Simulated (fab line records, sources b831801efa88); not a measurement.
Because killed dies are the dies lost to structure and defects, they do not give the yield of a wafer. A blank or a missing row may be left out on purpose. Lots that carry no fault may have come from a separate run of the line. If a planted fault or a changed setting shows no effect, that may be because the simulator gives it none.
Comparing a struck lot with a sound one    flow sky130    16 out of 708 route steps
Sound: wafers L879.2, L879.4, L879.6. Wafers L888.2, L888.4, L888.6 were the ones struck. Last of all comes the cause.
At each step with rows: each side's tool, then ch and its chambers, then its first start. Under that, the readings that differ: sound wafers    struck wafers    difference of the means    sigmas: that difference in standard deviations of wafers without a fault.
alike: readings whose means differ by less than 2 such deviations, and words and numbers that are the same on both sides. not compared: withheld readings, readings that some wafer has no value for, bounds like >300 that may hide the same value, and numbers for which the record gives no deviation and whose values overlap.
A row with sigmas, a row that says differs or no value, or rows on one side alone: a step with any of these is where the two part. When numbers do not overlap yet have no deviation, they are printed without sigmas and do not part them. A reading missing from all wafers of one side parts the sides only when that side holds two or more wafers.

SKY_SPACER_THK_MEAS_01:
  struck on film-metro-02, day 29 08:08; sound on film-metro-03, day 25 09:47
  alike: SPACER_CVD_00_THK
SKY_SPACER_ETCHBACK_02: etches Si3N4 in CH3F/O2, stops on SiO2, time 46.7 s, target depth 45 nm.
  sound on rie-diel-02 ch 1,2, day 25 09:50; struck on rie-diel-02 ch 0,3, day 29 08:11
  alike: O2_flow_sccm, drypump-motor-current-A, oes-product-au, throttle-valve-pct
  not compared: rf-hours-counter-h
then, 8 steps without rows for these wafers: SKY_POLY_CUT_DEHYDRATE_00 (time 60 s); SKY_POLY_CUT_HMDS_01 (prime time 60 s); SKY_POLY_CUT_COAT_02 (resist thk 60 nm); SKY_POLY_CUT_COAT_03 (resist thk 450 nm); SKY_POLY_CUT_SOFTBAKE_04 (time 90 s); SKY_POLY_CUT_EXPOSE_05 (exposes mask NPCM, target cd 270 nm); SKY_POLY_CUT_PEB_06; SKY_POLY_CUT_DEVELOP_07 (develop time 60 s).
SKY_POLY_CUT_CD_MEAS_08: target cd 270 nm.
  struck on cd-sem-02, day 30 12:22; sound on cd-sem-01, day 26 15:08
  alike: cd-nm
SKY_POLY_CUT_OVL_MEAS_09:
  struck on overlay-01, day 30 12:28; sound on overlay-02, day 26 15:14
  alike: POLY_CUT_OVL
SKY_POLY_CUT_ETCH_10: etches BARC in N2/H2, stops on SiO2, time 45.9 s, target depth 60 nm.
  sound on rie-diel-01 ch 1,2,3, day 26 15:16; struck on rie-diel-03 ch 0,1,2, day 30 12:30
  no value came back on the struck wafers for any of 7 readings (bias-w (W), chamber-pressure-mTorr (mTorr) and others); on the sound wafers bias-w (W) reads 99.7 100.0 99.7
reading                                          sound              struck             difference  sigmas
model.KrF-thick_of_POLY_CUT_COAT_03.thk-nm (nm)  411.1 410.4 410.3  435.9 436.3 434.9  +25.1       
  not compared: rf-hours-counter-h
SKY_POLY_CUT_ETCH_11: etches Si3N4 in CF4/CH2F2/Ar, stops on poly-Si, time 42.5 s, target depth 60 nm.
  sound on rie-diel-01 ch 1,2,3, day 26 15:19; struck on rie-diel-03 ch 0,1,2, day 30 12:33
reading                 sound                 struck                difference  sigmas
oes-product-au (a.u.)   0.827 0.827 0.829     0.383 0.366 0.370     -0.455      -71
throttle-valve-pct (%)  15.007 14.986 14.999  14.948 14.941 14.945  -0.053      -6
  alike: bias-w, cf4-flow-sccm, drypump-motor-current-A
  not compared: rf-hours-counter-h
SKY_POLY_CUT_STRIP_12: strips in O2/N2.
  sound on plasma-asher-01 ch 0,1, day 26 15:22; struck on plasma-asher-02 ch 1, day 30 12:35
reading                       sound              struck             difference  sigmas
oes-product-au (a.u.)         0.452 0.454 0.448  0.460 0.467 0.467  +0.013      +3
strip-time-to-endpoint-s (s)  5.376 5.379 5.367  5.627 5.636 5.619  +0.253      +15
  alike: drypump-motor-current-A
  not compared: rf-hours-counter-h
then, 1 step without rows for these wafers: SKY_SD_P_DEHYDRATE_00 (time 60 s).

== WHERE THEY PART ==
First at SKY_POLY_CUT_ETCH_10; last, within this record, at SKY_POLY_CUT_STRIP_12.

WHY: whatever the simulator had introduced
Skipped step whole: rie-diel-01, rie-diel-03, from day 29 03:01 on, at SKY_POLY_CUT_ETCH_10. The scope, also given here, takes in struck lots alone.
